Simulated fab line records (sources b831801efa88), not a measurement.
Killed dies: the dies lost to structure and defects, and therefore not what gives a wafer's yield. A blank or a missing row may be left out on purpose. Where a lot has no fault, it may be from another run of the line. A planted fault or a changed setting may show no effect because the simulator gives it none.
A lot that was struck, set against a sound lot	flow sky130	16 out of 708 route steps
Sound: these wafers, L632.1, L632.4, L632.6. Wafers L627.1, L627.3, L627.5 were the ones struck. The cause is given at the end.
Per side, at each step with rows, come the tool, then ch with its chambers, and then its first start. Under that, the readings that differ: sound wafers	struck wafers	difference of the means	sigmas: that difference in standard deviations of wafers without a fault.
alike: readings with means less than 2 such deviations apart, plus words and numbers identical on both sides. not compared: withheld readings, readings lacking a value on some wafer, bounds such as >300 that could conceal the same value, and numbers that have no deviation in the record and whose values overlap.
A row with sigmas, a row that says differs or no value, or rows on one side alone: a step with any of these is where the two part. Numbers that don't overlap but have no deviation are shown without sigmas and don't part them. A reading that every wafer of one side lacks parts them only if that side has two wafers or more.

first, 7 steps without rows for these wafers: SKY_METAL3_HMDS_06 (prime time 60 s); SKY_METAL3_COAT_07 (resist thk 60 nm); SKY_METAL3_COAT_08 (resist thk 1140 nm); SKY_METAL3_SOFTBAKE_09 (time 90 s); SKY_METAL3_EXPOSE_10 (exposes mask MM3, target cd 300 nm); SKY_METAL3_PEB_11; SKY_METAL3_DEVELOP_12 (develop time 60 s).
SKY_METAL3_CD_MEAS_13 targets a cd of 300 nm.
  sound on cd sem-01, day 43 12:32; struck on cd sem-01, day 42 01:53
  alike: cd nm
SKY_METAL3_OVL_MEAS_14:
  sound on overlay-01, day 43 12:40; struck on overlay-01, day 42 02:01
  alike: METAL3_OVL
SKY_METAL3_DESCUM_15: chemistry O2, time 8 s.
  sound on rie metal-03 ch 0,1, day 43 12:42; struck on rie metal-02 ch 0, day 42 02:03
  alike: drypump motor current A, oes product au
  not compared: rf hours counter h
SKY_METAL3_ETCH_16: etches BARC in N2/H2, stops on SiO2, time 88.2 s, target depth 60 nm.
  sound on rie metal-03 ch 0,1, day 43 12:44; struck on rie metal-02 ch 0, day 42 02:05
  alike: bias w, chamber pressure mTorr, drypump motor current A, oes product au, throttle valve pct
  not compared: rf hours counter h
SKY_METAL3_ETCH_17: etches SiO2 in C4F8/O2/Ar, stops on TiN, time 3.9 s, target depth 15 nm.
  sound on rie diel-04 ch 0,1,3, day 43 12:50; struck on rie diel-04 ch 0,1,3, day 42 02:11
  alike: bias w, chamber pressure mTorr, oes product au
SKY_METAL3_METAL_ETCH_18: etches the open film in Cl2/BCl3, stops on SiO2, target depth 845 nm, time 183.1 s.
  sound on rie metal-01 ch 0,1, day 43 12:51; struck on rie metal-01 ch 1, day 42 02:12
  no value came back on the struck wafers for any of 5 readings (bcl3 flow sccm (sccm), bias w (W) and others); on the sound wafers bcl3 flow sccm (sccm) reads 30.15 30.02 29.97
reading	sound	struck	difference	sigmas
model.KrF-thick_of_METAL3_COAT_08.thk nm (nm)	534.4 534.3 544.5	1072 1076 1076	+537	
model.SiO2_of_VIA2_HDPCVD_00.thk nm (nm)	463 463.4 466.3	490.4 489.5 491.4	+26.2	
  not compared: rf hours counter h
SKY_METAL3_STRIP_19: strips in O2/N2.
  sound on plasma asher-02 ch 0,1, day 43 13:02; struck on plasma asher-02 ch 0,1, day 42 02:23
reading	sound	struck	difference	sigmas
oes product au (a.u.)	0.502 0.501 0.507	0.707 0.712 0.708	+0.206	+34
strip time to endpoint s (s)	6.61 6.61 6.72	11.81 11.85 11.86	+5.19	+55
  alike: drypump motor current A
  not compared: rf hours counter h
then, 1 step without rows for these wafers: SKY_METAL3_STRIP_20 (strips in post etch residue remover, time 1200 s).
SKY_PAD_OPEN_PROBE_99:
  the record has rows for the sound wafers here (prober-02, day 49 20:59) and none for the struck ones

== WHERE THEY PART ==
Last at SKY_PAD_OPEN_PROBE_99 as far as this record goes, first at SKY_METAL3_METAL_ETCH_18.

WHY: the cause the simulator had injected
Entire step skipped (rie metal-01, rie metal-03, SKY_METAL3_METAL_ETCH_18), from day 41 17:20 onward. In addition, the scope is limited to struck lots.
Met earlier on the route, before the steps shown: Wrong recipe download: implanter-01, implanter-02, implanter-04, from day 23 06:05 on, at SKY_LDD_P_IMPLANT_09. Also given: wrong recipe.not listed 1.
